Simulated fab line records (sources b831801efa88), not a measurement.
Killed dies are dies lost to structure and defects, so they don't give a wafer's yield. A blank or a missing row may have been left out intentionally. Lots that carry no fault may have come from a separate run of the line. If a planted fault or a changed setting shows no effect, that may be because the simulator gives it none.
Chamber matching | flow gf180mcu | GF_V2_CMP_04 on cmp-01 has 4 sister chambers
The step polishes SiO2. 4 wafers are shown with their chamber, then 7 later ones without.

## WAFERS, EACH WITH ITS CHAMBER
wafer  | chamber | motor-current-A (A)
L859.4 | 2       | 11.8
L859.6 | 3       | 11.4
L863.2 | 0       | 11.9
L863.3 | 1       | 12.4

## WAFERS MISSING THEIR CHAMBER
wafer  | motor-current-A (A)
L863.6 | 12.2
L871.2 | 12.6
L871.4 | 11.5
L871.5 | 11.1
L875.3 | 10.8
L875.5 | 11.4
L875.6 | 11.7

## CHAMBER TAKEN BY EACH
wafer  | from the rows above          | in truth
L863.6 | can't be placed: 1 or 0 or 2 | 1
L871.2 | can't be placed: 1 or 0      | 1
L871.4 | can't be placed: 3 or 2 or 0 | 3
L871.5 | can't be placed: 3 or 2 or 0 | 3
L875.3 | can't be placed: 3 or 2 or 0 | 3
L875.5 | can't be placed: 3 or 2 or 0 | 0
L875.6 | can't be placed: 2 or 0 or 3 | 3
Correct placement for 0 of the 7. Not placeable from these rows: 7 (in 7, the candidates include the true chamber). Number placed wrongly: 0.
How it was worked out, from the rows above alone: a wafer's distance from a chamber is the root of the sum, over the readings, of the square of ((its reading less the chamber's mean) divided by the reading's scatter). If the next closest chamber is less than 2 further off than the closest, the wafer can't be placed; otherwise it belongs to the closest. Each chamber's mean is taken over the wafers shown for it. The scatter (one wafer shown for each chamber): square how far every hidden wafer sits from the nearest shown wafer, average those squares and take the square root.
